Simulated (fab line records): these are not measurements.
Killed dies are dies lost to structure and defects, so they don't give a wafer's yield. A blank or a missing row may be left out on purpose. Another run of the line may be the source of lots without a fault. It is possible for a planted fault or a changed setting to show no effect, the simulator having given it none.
Matching of chambers / flow sfq line / SFQ_TRILAYER_I4_CMP_CMP_100 on cmp-02 has 4 sister chambers
The step polishes SiO2. 4 wafers are shown with their chamber, then 8 later ones without.

WAFERS PAIRED WITH THEIR CHAMBERS
wafer=L967.1; chamber=2; motor current A (A)=10.1
wafer=L968.4; chamber=1; motor current A (A)=11.6
wafer=L971.4; chamber=3; motor current A (A)=11.3
wafer=L971.5; chamber=0; motor current A (A)=10.9

WAFERS WHOSE CHAMBER IS MISSING
wafer=L971.6; motor current A (A)=11.1
wafer=L972.2; motor current A (A)=11.6
wafer=L972.5; motor current A (A)=10.6
wafer=L972.6; motor current A (A)=11.3
wafer=L977.2; motor current A (A)=11.1
wafer=L977.4; motor current A (A)=10.9
wafer=L979.3; motor current A (A)=11.5
wafer=L979.6; motor current A (A)=10.9

THE CHAMBER EACH PASSED THROUGH
wafer=L971.6; from the rows above=can't be placed: 0 or 3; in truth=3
wafer=L972.2; from the rows above=can't be placed: 1 or 3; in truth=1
wafer=L972.5; from the rows above=can't be placed: 0 or 2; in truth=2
wafer=L972.6; from the rows above=can't be placed: 3 or 1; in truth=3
wafer=L977.2; from the rows above=can't be placed: 0 or 3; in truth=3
wafer=L977.4; from the rows above=0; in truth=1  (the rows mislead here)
wafer=L979.3; from the rows above=can't be placed: 1 or 3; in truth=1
wafer=L979.6; from the rows above=0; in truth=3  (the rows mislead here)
Correct placement for 0 of the 8. From these rows, 6 cannot be placed; in 6 the true chamber is one of the candidates. Number placed wrongly: 2.
How it was worked out, from the rows above alone: a wafer's distance from a chamber is the root of the sum, over the readings, of the square of ((its reading less the chamber's mean) divided by the reading's scatter). If the next closest chamber is less than 2 further off than the closest, the wafer can't be placed; otherwise it belongs to the closest. For every chamber, the mean is computed from those of its wafers that are shown. The scatter (one wafer shown for each chamber): square how far every hidden wafer sits from the nearest shown wafer, average those squares and take the square root.
